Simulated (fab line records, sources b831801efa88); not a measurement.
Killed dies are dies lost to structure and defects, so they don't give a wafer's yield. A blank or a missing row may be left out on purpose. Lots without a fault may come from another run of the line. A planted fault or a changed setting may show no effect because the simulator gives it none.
fab line records | flow sky130
record lots=6 wafers=17 last_day=50
route steps=708 shown LOCAL_INTERCONNECT@396 CONTACT@406 PAD_OPEN@708
lots that met no fault: from a run of the same line without faults
start_h: hours from the record's first day to the start of the lot's first wafer shown | wait_h: hours since the lot's step before | " the same as in the row above | L1.1+2: a row that stands for several wafers | - no value, or no start given | * or withheld: withheld | < > ~ a bound
route shown NAME@n: a module of which the file shows steps, and the number in the route of the first | usual: mean/standard deviation of fault-free wafers | same: alike in all rows | chamber/n: place in a boat | sites: the reading at each site | _std_site: their standard deviation | _edge_site: outer sites' mean less inner sites' | radius_mm: how far each site lies from the wafer's centre | mask NAME#n: copy n | behind: the tool/chamber that last shaped the wafer | hold: why the lot was held/for how many hours/how that ended | device: the transistor (n, p or np) that didn't switch | end of line: the same wafers' tests at the end of the route | a step without rows: its recipe alone | killed: dies lost to structure and defects at the first sort, not the wafer's yield | map: a wafer's dies, x killed, . not, _ none there
set.NAME: the setting as run; set.NAME@STEP: as run at that earlier step | model.NAME: the simulator's own value behind a step, which no gauge read
lots at some steps of the route; a table a step, a row a wafer
services: from which hour (start_h, from the record's first day; less than 0 if before it) a tool's chamber was out of use, for how many hours, and why
## steps
# step SKY_LOCAL_INTERCONNECT_PEB_09
# recipe peb_temp_c=withheld peb_time_s=withheld resist=KrF-thick
# step SKY_LOCAL_INTERCONNECT_DEVELOP_10
# recipe develop_time_s=60 resist=KrF-thick dev_temp_c=21
# step SKY_LOCAL_INTERCONNECT_CD_MEAS_11
# recipe target_cd_nm=170
# usual cd_nm=169.9/1.6
# columns lot.wafer tool chamber start_h wait_h cd_nm
L541.1 cd_sem-01 - 716.47 - 168.1
L541.3 " - " " 168.9
L541.6 " - " " 169.6
L545.1 cd_sem-01 - 749.05 - 168.7
L545.5 " - " " 167.5
L545.6 " - " " 168.4
L547.5 cd_sem-01 - 784.34 - 170.2
L547.6 " - " " 169.5
L555.1 cd_sem-02 - 832.76 - 169.2
L555.3 " - " " 170.8
L555.4 " - " " 169.4
L556.2 cd_sem-02 - 840.88 - 171.3
L556.4 " - " " 170.2
L556.6 " - " " 170.3
L562.2 cd_sem-02 - 876.82 - 169.3
L562.4 " - " " 170.2
L562.6 " - " " 170.8
# step SKY_LOCAL_INTERCONNECT_OVL_MEAS_12
# usual LOCAL_INTERCONNECT_OVL=-2/4.8
# columns lot.wafer tool chamber start_h wait_h LOCAL_INTERCONNECT_OVL[nm]
L541.1 overlay-01 - 716.59 0.1 -8
L541.3 " - " " -5
L541.6 " - " " -5
L545.1 overlay-01 - 749.17 0.1 2
L545.5 " - " " 4
L545.6 " - " " 1
L547.5 overlay-02 - 784.40 0.0 -1
L547.6 " - " " -8
L555.1 overlay-01 - 832.88 0.1 -6
L555.3 " - " " -7
L555.4 " - " " -4
L556.2 overlay-01 - 840.98 0.1 2
L556.4 " - " " -12
L556.6 " - " " -2
L562.2 overlay-02 - 876.92 0.1 1
L562.4 " - " " 4
L562.6 " - " " -4
# step SKY_LOCAL_INTERCONNECT_ETCH_13
# recipe chemistry=N2/H2 target=BARC ion_energy_ev=200 bias_w=100 pressure_mtorr=30 n2_flow_sccm=100 h2_flow_sccm=200 icp_w=500 stop_on=SiO2 time_s=45.9 target_depth_a=600
# usual chamber_pressure_mTorr=29.997/0.023 drypump_motor_current_A=6.0/0.33 oes_product_au=0.855/0.0047 throttle_valve_pct=13.226/0.009
# same time_s=45.9
# columns lot.wafer tool chamber start_h wait_h chamber_pressure_mTorr drypump_motor_current_A oes_product_au rf_hours_counter_h throttle_valve_pct
L541.1 rie_metal-01 0 716.63 0.0 29.984 6.4 0.854 14 13.231
L541.3 " 1 " " 30.015 5.5 0.864 - 13.225
L541.6 " 0 " " 29.967 6.4 0.861 - 13.224
L545.1 rie_metal-03 0 749.20 0.0 30.007 6.0 0.848 3 13.238
L545.5 " 1 " " 30.023 6.3 0.855 - 13.226
L545.6 " 0 " " 29.951 6.0 0.852 - 13.218
L547.5 rie_metal-01 1 784.45 0.0 29.990 5.5 0.855 - 13.245
L547.6 " 0 " " 30.030 6.4 0.850 - 13.230
L555.1 rie_metal-04 0 832.91 0.0 29.977 5.8 0.853 8 13.212
L555.3 " 0 " " 29.987 5.8 0.855 - 13.237
L555.4 " 1 " " 30.006 6.1 0.859 - 13.221
L556.2 rie_metal-04 0 841.01 0.0 30.001 5.8 0.851 9 13.249
L556.4 " 1 " " 30.024 6.1 0.863 - 13.237
L556.6 " 1 " " 29.975 6.1 0.851 - 13.240
L562.2 rie_metal-04 0 876.95 0.0 30.000 5.8 0.852 10 13.213
L562.4 " 1 " " 29.993 6.1 0.857 - 13.227
L562.6 " 1 " " 29.992 6.1 0.850 - 13.216
# step SKY_LOCAL_INTERCONNECT_METAL_ETCH_14
# recipe target_depth_nm=110 stop_on=PSG chemistry=Cl2/BCl3 target=TiN resist_sidewall_deg=88 pressure_mtorr=10 icp_w=900 bias_w=48.5 Cl2_flow_sccm=60 bcl3_flow_sccm=30 time_s=31.4
# usual chamber_pressure_mTorr=10.000/0.0086 drypump_motor_current_A=6.0/0.34 oes_product_au=0.940/0.0066 throttle_valve_pct=21.902/0.0098
# same time_s=31.4
# columns lot.wafer tool chamber start_h wait_h chamber_pressure_mTorr drypump_motor_current_A oes_product_au rf_hours_counter_h throttle_valve_pct
L541.1 rie_metal-01 0 716.69 0.0 10.010 6.4 0.934 14 21.899
L541.3 " 1 " " 10.005 5.5 0.938 - 21.882
L541.6 " 0 " " 9.993 6.4 0.946 - 21.903
L545.1 rie_metal-03 0 749.27 0.0 10.010 6.0 0.944 3 21.892
L545.5 " 1 " " 10.012 6.2 0.939 - 21.897
L545.6 " 0 " " 10.007 6.1 0.942 - 21.898
L547.5 rie_metal-01 1 784.51 0.0 10.005 5.5 0.933 - 21.906
L547.6 " 0 " " 10.006 6.4 0.941 - 21.910
L555.1 rie_metal-04 0 832.98 0.0 9.995 5.8 0.941 8 21.904
L555.3 " 0 " " 9.990 5.8 0.946 - 21.897
L555.4 " 1 " " 9.999 6.1 0.944 - 21.917
L556.2 rie_metal-04 0 841.08 0.0 9.989 5.8 0.934 9 21.909
L556.4 " 1 " " 10.007 6.1 0.943 - 21.909
L556.6 " 1 " " 9.992 6.1 0.944 - 21.917
L562.2 rie_metal-04 0 877.02 0.0 10.004 5.8 0.951 10 21.906
L562.4 " 1 " " 9.989 6.1 0.944 - 21.893
L562.6 " 1 " " 10.003 6.1 0.941 - 21.906
# step SKY_LOCAL_INTERCONNECT_STRIP_15
# recipe chemistry=O2/N2 power_w=1400 pressure_mtorr=1500 platen_temp_c=withheld o2_flow_sccm=3000 n2_flow_sccm=300 overash_fraction=0.5
# usual chamber_pressure_mTorr=1500.1/1.4 drypump_motor_current_A=5.6/0.5 oes_product_au=0.426/0.0043 strip_time_to_endpoint_s=4.720/0.019
# same overash_fraction=0.5
# columns lot.wafer tool chamber start_h wait_h chamber_pressure_mTorr drypump_motor_current_A oes_product_au rf_hours_counter_h strip_time_to_endpoint_s
L541.1 plasma_asher-02 1 716.74 0.0 1499.0 4.7 0.429 30 4.733
L541.3 " 0 " " 1499.5 5.7 0.426 - 4.711
L541.6 " 1 " " 1502.7 4.7 0.423 - 4.729
L545.1 plasma_asher-04 1 749.32 0.0 1501.1 5.8 0.431 0 4.729
L545.5 " 1 " " 1501.5 5.8 0.422 - 4.730
L545.6 " 0 " " 1499.4 5.9 0.421 - 4.709
L547.5 plasma_asher-03 0 784.59 0.1 1502.5 6.2 0.430 - 4.708
L547.6 " 1 " " 1498.8 5.9 0.431 - 4.728
L555.1 plasma_asher-04 1 833.03 0.0 1503.3 5.7 0.430 9 4.702
L555.3 " 0 " " 1499.2 5.9 0.423 - 4.715
L555.4 " 1 " " 1502.7 5.8 0.424 - 4.682
L556.2 plasma_asher-02 0 841.13 0.0 1499.1 5.7 0.431 43 4.721
L556.4 " 1 " " 1498.9 4.7 0.423 - 4.704
L556.6 " 1 " " 1499.6 4.7 0.430 - 4.695
L562.2 plasma_asher-04 0 877.07 0.0 1499.2 5.9 0.425 13 4.694
L562.4 " 1 " " 1499.9 5.7 0.426 - 4.693
L562.6 " 1 " " 1500.6 5.8 0.428 - 4.707
# step SKY_LOCAL_INTERCONNECT_STRIP_16
# recipe chemistry=post_etch_residue_remover time_s=1200 temp_c=72.5
# step SKY_LOCAL_INTERCONNECT_CLEAN_17
# recipe chemistry=IPA time_s=180 temp_c=25
# step SKY_LOCAL_INTERCONNECT_CLEAN_18
# recipe chemistry=O3/DIW dry=n2_spin
# step SKY_CONTACT_CVD_00
# recipe material=Si3N4 target_thk_nm=75 temp_c=400 time_s=withheld rf_w=450
# usual heater_power_w=742/78
# columns lot.wafer tool chamber start_h wait_h heater_power_w
L541.1 pecvd-04 2 717.36 0.0 677
L541.3 " 1 " " 795
L541.6 " 2 " " 689
L545.1 pecvd-03 1 749.95 0.0 670
L545.5 " 1 " " 676
L545.6 " 0 " " 707
L547.5 pecvd-03 0 785.14 0.0 742
L547.6 " 1 " " 850
L555.1 pecvd-04 2 833.62 0.0 629
L555.3 " 1 " " 707
L555.4 " 2 " " 648
L556.2 pecvd-03 2 841.72 0.0 775
L556.4 " 1 " " 788
L556.6 " 2 " " 761
L562.2 pecvd-03 1 877.66 0.0 731
L562.4 " 1 " " 742
L562.6 " 0 " " 753
# step SKY_CONTACT_THK_MEAS_01
# recipe reads=Si3N4_of_CONTACT_CVD_00
# usual CONTACT_CVD_00_THK=74.9/1
# columns lot.wafer tool chamber start_h wait_h CONTACT_CVD_00_THK[nm]
L541.1 film_metro-04 - 717.40 - 74.6
L541.3 " - " " 73.8
L541.6 " - " " 75.5
L545.1 film_metro-01 - 749.99 - 74.8
L545.5 " - " " 75.8
L545.6 " - " " 75.4
L547.5 film_metro-04 - 785.19 - 75.6
L547.6 " - " " 76.6
L555.1 film_metro-01 - 833.67 - 73.8
L555.3 " - " " 75.6
L555.4 " - " " 74.1
L556.2 film_metro-02 - 841.77 - 72.6
L556.4 " - " " 74.0
L556.6 " - " " 73.7
L562.2 film_metro-02 - 877.70 - 75.8
L562.4 " - " " 75.6
L562.6 " - " " 76.3
# step SKY_CONTACT_HDPCVD_02
# recipe material=SiO2 target_thk_nm=565 sigma_open_frac=0.3 time_s=94.2 temp_c=600 sih4_flow_sccm=60 pressure_mtorr=6
# columns lot.wafer tool chamber start_h wait_h model.SiO2_of_CONTACT_HDPCVD_02.thk_nm
L541.1 hdpcvd-01 1 717.46 0.1 560.3
L541.3 " 2 " " 557.5
L541.6 " 2 " " 561.4
L545.1 hdpcvd-01 1 750.05 0.1 565.3
L545.5 " 0 " " 764.8
L545.6 " 1 " " 753.4
L547.5 hdpcvd-01 1 785.25 0.0 752.3
L547.6 " 2 " " 759.9
L555.1 hdpcvd-02 0 833.73 0.1 563.7
L555.3 " 2 " " 562.8
L555.4 " 0 " " 570.7
L556.2 hdpcvd-01 0 841.82 0.0 559.4
L556.4 " 0 " " 560.6
L556.6 " 2 " " 560.1
L562.2 hdpcvd-01 1 877.75 0.0 565
L562.4 " 0 " " 566.3
L562.6 " 2 " " 565.9
# step SKY_CONTACT_THK_MEAS_03
# recipe reads=SiO2_of_CONTACT_HDPCVD_02
# usual CONTACT_HDPCVD_THK=563/6.2
# columns lot.wafer tool chamber start_h wait_h hold CONTACT_HDPCVD_THK[nm]
L541.1 film_metro-01 - 717.53 0.0 - 560
L541.3 " - " " - 557
L541.6 " - " " - 561
L545.1 film_metro-04 - 750.12 0.0 await_dispo/0.2h/release 565
L545.5 " - " " await_dispo/0.2h/release 765
L545.6 " - " " await_dispo/0.2h/release 754
L545.1 film_metro-04 - 750.34 0.2 - 565
L545.5 " - " " - 764
L545.6 " - " " - 754
L547.5 film_metro-02 - 785.32 0.0 await_dispo/0.2h/release 753
L547.6 " - " " await_dispo/0.2h/release 760
L547.5 film_metro-02 - 785.55 0.2 - 752
L547.6 " - " " - 759
L555.1 film_metro-01 - 833.80 0.0 - 564
L555.3 " - " " - 563
L555.4 " - " " - 571
L556.2 film_metro-04 - 841.90 0.0 - 559
L556.4 " - " " - 561
L556.6 " - " " - 560
L562.2 film_metro-01 - 877.83 0.0 - 565
L562.4 " - " " - 566
L562.6 " - " " - 565
# step SKY_CONTACT_CMP_04
# recipe material=SiO2 down_force_psi=4 platen_rpm=60 pad_velocity_m_s=0.94248
# usual motor_current_A=11.6/0.78 retaining_ring_pressure_frac=1.000/0.005 time_to_endpoint_s=79/4.3
# columns lot.wafer tool chamber start_h wait_h hold motor_current_A retaining_ring_pressure_frac time_to_endpoint_s
L541.3 cmp-01 3 717.59 0.0 - 12.3 0.998 80
L541.1 " 0 " " - 10.8 1.004 73
L541.6 " 3 " " - 11.9 1.000 79
L545.1 cmp-02 0 755.84 5.5 await_dispo/5.4h/release 11.3 1.001 79
L545.5 " 3 " " await_dispo/5.4h/release 11.2 1.003 153
L545.6 " 0 " " await_dispo/5.4h/release 11.2 1.005 143
L547.5 cmp-02 0 791.56 6.0 await_dispo/5.6h/release 11.7 0.992 148
L547.6 " 1 " " await_dispo/5.6h/release 12.3 1.002 147
L555.3 cmp-02 2 833.86 0.0 - 11.7 0.998 75
L555.4 " 3 " " - 11.5 0.994 84
L555.1 " 0 " " - 12.2 0.990 78
L556.2 cmp-01 2 842.00 0.1 - 13.2 0.993 80
L556.4 " 0 " " - 10.8 1.002 78
L556.6 " 1 " " - 11.7 0.999 82
L562.2 cmp-02 0 877.93 0.1 - 11.3 0.996 76
L562.4 " 1 " " - 12.1 1.002 75
L562.6 " 0 " " - 11.7 0.996 80
# step SKY_CONTACT_BOW_MEAS_05
# recipe mode=bow
# usual CONTACT_BOW=83/7.2
# columns lot.wafer tool chamber start_h wait_h CONTACT_BOW[um]
L541.1 film_metro-02 - 717.89 0.2 75
L541.3 " - " " 70
L541.6 " - " " 78
L545.1 film_metro-01 - 756.09 0.2 95
L545.5 " - " " 91
L545.6 " - " " 83
L547.5 film_metro-01 - 791.74 0.1 90
L547.6 " - " " 81
L555.1 film_metro-02 - 834.16 0.1 76
L555.3 " - " " 86
L555.4 " - " " 101
L556.2 film_metro-01 - 842.27 0.2 80
L556.4 " - " " 88
L556.6 " - " " 94
L562.2 film_metro-02 - 878.20 0.2 78
L562.4 " - " " 88
L562.6 " - " " 89
# step SKY_PAD_OPEN_PROBE_99
# usual killed_at_M0_to_M3=43/7.8 killed_at_M4_up=3.2/1.7 killed_at_contacts=24/5.2 killed_at_front_end=15/4.5 killed_at_other=0.4/0.65 killed_dies=87/9.1 killed_open=47/7.3 killed_short=40/6.5
# same gross_dies=492 killed_at_back_side=0
# columns lot.wafer tool chamber start_h wait_h killed_at_M0_to_M3 killed_at_M4_up killed_at_contacts killed_at_front_end killed_at_other killed_dies killed_open killed_short
L541.1 prober-01 - 1082.38 0.1 48 3 28 16 0 95 56 38
L541.3 prober-01 - 1082.48 0.2 40 3 29 22 1 95 57 37
L541.6 prober-01 - 1082.63 0.2 38 4 20 9 0 71 36 34
L545.1 prober-01 - 1105.17 0.1 38 2 27 19 1 87 53 34
L545.5 prober-01 - 1105.37 0.2 50 5 22 19 0 96 50 45
L545.6 prober-01 - 1105.42 0.2 35 2 33 13 3 86 41 44
L547.5 prober-01 - 1130.27 0.2 52 1 29 7 0 89 49 40
L547.6 prober-01 - 1130.32 0.2 37 6 31 16 1 91 47 44
L555.1 prober-01 - 1169.18 0.1 44 3 27 15 0 89 53 36
L555.3 prober-01 - 1169.28 0.2 43 5 23 19 0 90 45 45
L555.4 prober-01 - 1169.33 0.2 54 1 22 18 0 95 45 50
L556.2 prober-01 - 1174.43 0.1 33 5 28 19 0 85 48 37
L556.4 prober-01 - 1174.53 0.2 38 3 22 8 0 71 31 40
L556.6 prober-01 - 1174.63 0.2 31 4 24 21 0 80 43 36
L562.2 prober-02 - 1197.22 0.1 30 0 31 17 0 78 40 38
L562.4 prober-02 - 1197.32 0.2 44 4 27 14 2 91 45 46
L562.6 prober-02 - 1197.42 0.2 35 0 26 10 0 71 43 28
# killed by level:class
L541.1 VIA1:geometric_particle:open=15 CONTACT:geometric_particle:open=11 FIELD_ISO:geometric_particle:open=8 CONTACT:geometric_particle:short=8 VIA3:geometric_particle:open=7 LI_CONTACT:geometric_particle:open=6 VIA1:geometric_particle:short=6 VIA2:geometric_particle:open=6
L541.3 CONTACT:geometric_particle:open=16 VIA1:geometric_particle:open=14 FIELD_ISO:geometric_particle:open=6 VIA2:geometric_particle:open=6 CONTACT:geometric_particle:short=5 FIELD_ISO:geometric_particle:short=4 POLY_GATE:geometric_particle:short=4 LOCAL_INTERCONNECT:geometric_particle:short=4
L541.6 VIA3:geometric_particle:open=9 CONTACT:geometric_particle:short=6 CONTACT:geometric_particle:open=5 METAL1:geometric_particle:short=5 VIA1:geometric_particle:open=5 METAL3:geometric_particle:short=5 LI_CONTACT:geometric_particle:open=4 VIA1:geometric_particle:short=4
L545.1 VIA1:geometric_particle:open=10 LI_CONTACT:geometric_particle:open=9 VIA2:geometric_particle:open=9 METAL2:geometric_particle:short=8 CONTACT:geometric_particle:open=8 FIELD_ISO:geometric_particle:open=5 FIELD_ISO:geometric_particle:short=4 CONTACT:geometric_particle:short=4
L545.5 VIA1:geometric_particle:open=15 METAL1:geometric_particle:short=11 CONTACT:geometric_particle:open=10 VIA3:geometric_particle:open=7 FIELD_ISO:geometric_particle:open=6 VIA3:geometric_particle:short=6 FIELD_ISO:geometric_particle:short=5 LI_CONTACT:geometric_particle:open=4
L545.6 CONTACT:geometric_particle:open=13 VIA1:geometric_particle:open=10 LOCAL_INTERCONNECT:geometric_particle:short=7 CONTACT:geometric_particle:short=6 POLY_GATE:geometric_particle:open=5 VIA1:geometric_particle:short=5 FIELD_ISO:geometric_particle:short=4 LI_CONTACT:geometric_particle:open=4
L547.5 CONTACT:geometric_particle:open=13 VIA1:geometric_particle:open=9 METAL2:geometric_particle:short=8 VIA1:geometric_particle:short=7 VIA3:geometric_particle:open=6 CONTACT:geometric_particle:short=6 VIA2:geometric_particle:open=6 LOCAL_INTERCONNECT:geometric_particle:short=5
L547.6 CONTACT:geometric_particle:open=12 VIA1:geometric_particle:open=10 LI_CONTACT:geometric_particle:open=7 METAL1:geometric_particle:short=6 POLY_GATE:geometric_particle:short=5 POLY_GATE:geometric_particle:open=5 CONTACT:geometric_particle:short=5 VIA3:geometric_particle:open=5
L555.1 VIA1:geometric_particle:open=13 VIA2:geometric_particle:open=11 CONTACT:geometric_particle:open=9 FIELD_ISO:geometric_particle:short=6 LI_CONTACT:geometric_particle:open=6 VIA1:geometric_particle:short=6 CONTACT:geometric_particle:short=5 VIA3:geometric_particle:open=4
L555.3 VIA1:geometric_particle:open=14 CONTACT:geometric_particle:open=8 METAL2:geometric_particle:short=8 CONTACT:geometric_particle:short=6 LI_CONTACT:geometric_particle:open=5 VIA3:geometric_particle:open=5 VIA1:geometric_particle:short=5 VIA3:geometric_particle:short=5
L555.4 CONTACT:geometric_particle:open=11 METAL2:geometric_particle:short=11 VIA1:geometric_particle:short=9 VIA3:geometric_particle:open=8 FIELD_ISO:geometric_particle:open=6 METAL1:geometric_particle:short=6 VIA1:geometric_particle:open=6 VIA2:geometric_particle:open=5
L556.2 VIA1:geometric_particle:open=10 LOCAL_INTERCONNECT:geometric_particle:short=9 LI_CONTACT:geometric_particle:open=8 CONTACT:geometric_particle:open=8 POLY_GATE:geometric_particle:open=7 POLY_GATE:geometric_particle:short=4 VIA2:geometric_particle:open=4 VIA3:geometric_particle:short=4
L556.4 CONTACT:geometric_particle:open=8 VIA2:geometric_particle:short=6 METAL2:geometric_particle:short=6 VIA1:geometric_particle:short=5 VIA1:geometric_particle:open=5 LI_CONTACT:geometric_particle:open=4 LI_CONTACT:geometric_particle:short=4 VIA3:geometric_particle:open=4
L556.6 LI_CONTACT:geometric_particle:open=8 CONTACT:geometric_particle:open=8 VIA2:geometric_particle:open=6 POLY_GATE:geometric_particle:open=5 METAL1:geometric_particle:short=5 POLY_GATE:geometric_particle:short=4 VIA1:geometric_particle:open=4 METAL4:geometric_particle:short=4
L562.2 LI_CONTACT:geometric_particle:open=11 CONTACT:geometric_particle:open=9 LI_CONTACT:geometric_particle:short=5 VIA1:geometric_particle:short=5 POLY_GATE:geometric_particle:open=4 POLY_GATE:geometric_particle:short=4 METAL1:geometric_particle:short=4 FIELD_ISO:geometric_particle:open=3
L562.4 VIA1:geometric_particle:open=9 LI_CONTACT:geometric_particle:open=8 CONTACT:geometric_particle:open=8 METAL3:geometric_particle:short=7 POLY_GATE:geometric_particle:short=6 LI_CONTACT:geometric_particle:short=5 METAL2:geometric_particle:short=5 POLY_GATE:geometric_particle:open=4
L562.6 CONTACT:geometric_particle:open=14 VIA2:geometric_particle:open=8 VIA3:geometric_particle:open=6 FIELD_ISO:geometric_particle:short=5 CONTACT:geometric_particle:short=5 LI_CONTACT:geometric_particle:open=4 VIA1:geometric_particle:open=4 METAL2:geometric_particle:short=4
## services
# columns tool chamber start_h hours kind
hdpcvd-01 - 715.82 1.2 repair
pecvd-03 - 717.13 4.1 repair
hdpcvd-01 - 731.97 2.8 pm
pecvd-03 - 732.79 14.6 pm
plasma_asher-04 - 733.75 9.0 pm
cmp-01 - 744.15 4.0 pm
rie_metal-01 - 748.06 14.6 pm
plasma_asher-04 - 771.67 2.8 pm
rie_metal-04 - 773.97 2.8 pm
rie_metal-01 - 774.12 0.2 repair
cmp-01 - 777.44 0.9 repair
hdpcvd-01 - 780.78 1.2 repair
cmp-01 - 781.58 5.0 pm
rie_metal-04 - 791.40 1.5 repair
plasma_asher-02 - 799.19 0.6 repair
rie_metal-01 - 807.82 0.4 repair
rie_metal-01 - 810.12 4.3 pm
rie_metal-01 1 816.83 2.0 repair
pecvd-04 1 837.31 4.5 repair
pecvd-03 0 850.03 4.1 repair
pecvd-03 1 853.17 12.5 repair
hdpcvd-01 0 855.04 2.0 repair
pecvd-03 - 860.11 6.0 pm
cmp-01 - 865.34 0.4 repair
## key
first_sign step=SKY_CONTACT_THK_MEAS_03 reading=visit direction=added
effect step=SKY_CONTACT_THK_MEAS_03 reading=CONTACT_HDPCVD_THK direction=up sigmas=31 usual=563 struck=758
effect step=SKY_CONTACT_CMP_04 reading=time_to_endpoint_s direction=up sigmas=16 usual=* struck=*
model_effect step=SKY_CONTACT_HDPCVD_02 value=SiO2_of_CONTACT_HDPCVD_02.thk_nm without=565 struck=757.6
met_at SKY_CONTACT_HDPCVD_02
struck_wafers L545.5,L545.6,L547.5,L547.6
tester_left_out L545,L547
onset_between 717.46 750.05
fault kind=process_parameter_drift tool=hdpcvd-01 chamber=- onset_h=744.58 steps=SKY_CONTACT_HDPCVD_02 channel=target_thk_nm offset=192.61 shape=step end_h=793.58 scope=struck_wafers_only acts_in=these_recipes_only stated=565
# tester_left_out: of these lots the tester's yield and bins aren't shown, on N5 and GAA mostly nor the transistor test; their killed dies are dies lost to structure and defects alone, not to doping, threshold or leakage, so they don't give the yield
